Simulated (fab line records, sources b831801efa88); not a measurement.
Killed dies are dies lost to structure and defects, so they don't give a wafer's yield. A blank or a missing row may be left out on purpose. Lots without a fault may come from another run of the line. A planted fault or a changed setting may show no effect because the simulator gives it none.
A struck lot beside a sound one | flow sky130 | 15 steps out of a route of 708
Sound: wafers L377.1, L377.2, L377.5. Struck: wafers L367.2, L367.5, L367.6. The cause comes at the end.
At each step with rows: each side's tool, then ch and its chambers, then its first start. Under that, the readings that differ: sound wafers | struck wafers | difference of the means | sigmas: that difference in standard deviations of wafers without a fault.
alike: readings whose means differ by less than 2 such deviations, and words and numbers that are the same on both sides. not compared: withheld readings, readings that some wafer has no value for, bounds like >300 that may hide the same value, and numbers for which the record gives no deviation and whose values overlap.
The two part at a step that has a row with sigmas, a row that says differs or no value, or rows on one side only. Numbers that don't overlap but have no deviation are shown without sigmas and don't part them. A reading that every wafer of one side lacks parts them only if that side has two wafers or more.

first, 3 steps without rows for these wafers: SKY_METAL2_EXPOSE_12 (exposes mask MM2, target cd 140 nm); SKY_METAL2_PEB_13; SKY_METAL2_DEVELOP_14 (develop time 60 s).
SKY_METAL2_CD_MEAS_15: target cd 140 nm.
  sound on cd_sem-01, day 40 11:13; struck on cd_sem-01, day 37 16:44
  alike: cd_nm
SKY_METAL2_OVL_MEAS_16:
  sound on overlay-02, day 40 11:20; struck on overlay-02, day 37 16:50
  alike: METAL2_OVL
SKY_METAL2_DESCUM_17: chemistry O2, time 8 s.
  sound on rie_metal-03 ch 0, day 40 11:22; struck on rie_metal-01 ch 0,1, day 37 16:52
  alike: drypump_motor_current_A, he_backside_leak_sccm, oes_product_au
  not compared: rf_hours_counter_h
SKY_METAL2_ETCH_18: etches BARC in N2/H2, stops on SiO2, time 45.9 s, target depth 60 nm.
  sound on rie_metal-03 ch 0, day 40 11:26; struck on rie_metal-01 ch 0,1, day 37 16:54
  alike: drypump_motor_current_A, he_backside_leak_sccm, oes_product_au, throttle_valve_pct
  not compared: rf_hours_counter_h
SKY_METAL2_METAL_ETCH_19: etches the open film in Cl2/BCl3, stops on SiO2, target depth 360 nm, time 78 s.
  sound on rie_metal-03 ch 0, day 40 11:34; struck on rie_metal-01 ch 0,1, day 37 16:58
  alike: drypump_motor_current_A, he_backside_leak_sccm, oes_product_au, throttle_valve_pct
  not compared: rf_hours_counter_h
SKY_METAL2_STRIP_20: strips in O2/N2.
  sound on plasma_asher-01 ch 0,1, day 40 11:44; struck on plasma_asher-04 ch 0,1, day 37 17:03
  alike: drypump_motor_current_A, oes_product_au, strip_time_to_endpoint_s
  not compared: rf_hours_counter_h
then, 3 steps without rows for these wafers: SKY_METAL2_STRIP_21 (strips in post etch residue remover, time 1200 s); SKY_METAL2_CLEAN_22 (cleans in IPA, time 180 s); SKY_METAL2_CLEAN_23 (cleans in O3/DIW).
SKY_VIA2_HDPCVD_00: deposits SiO2, target thk 1180 nm, time 196.7 s.
  sound on hdpcvd-01 ch 0,1, day 40 12:20; struck on hdpcvd-01 ch 1,2, day 37 17:56
SKY_VIA2_THK_MEAS_01:
  sound on film_metro-02, day 40 12:31; struck on film_metro-04, day 37 18:21
  reading              | sound          | struck         | difference | sigmas
  VIA2_HDPCVD_THK (nm) | 1154 1150 1142 | 2368 2371 2381 | +1225      | +72
then, 1 step without rows for these wafers: SKY_PAD_OPEN_PROBE_99.

WHERE THEY PART
Only at SKY_VIA2_THK_MEAS_01, within this record.

WHY: what the simulator had put in
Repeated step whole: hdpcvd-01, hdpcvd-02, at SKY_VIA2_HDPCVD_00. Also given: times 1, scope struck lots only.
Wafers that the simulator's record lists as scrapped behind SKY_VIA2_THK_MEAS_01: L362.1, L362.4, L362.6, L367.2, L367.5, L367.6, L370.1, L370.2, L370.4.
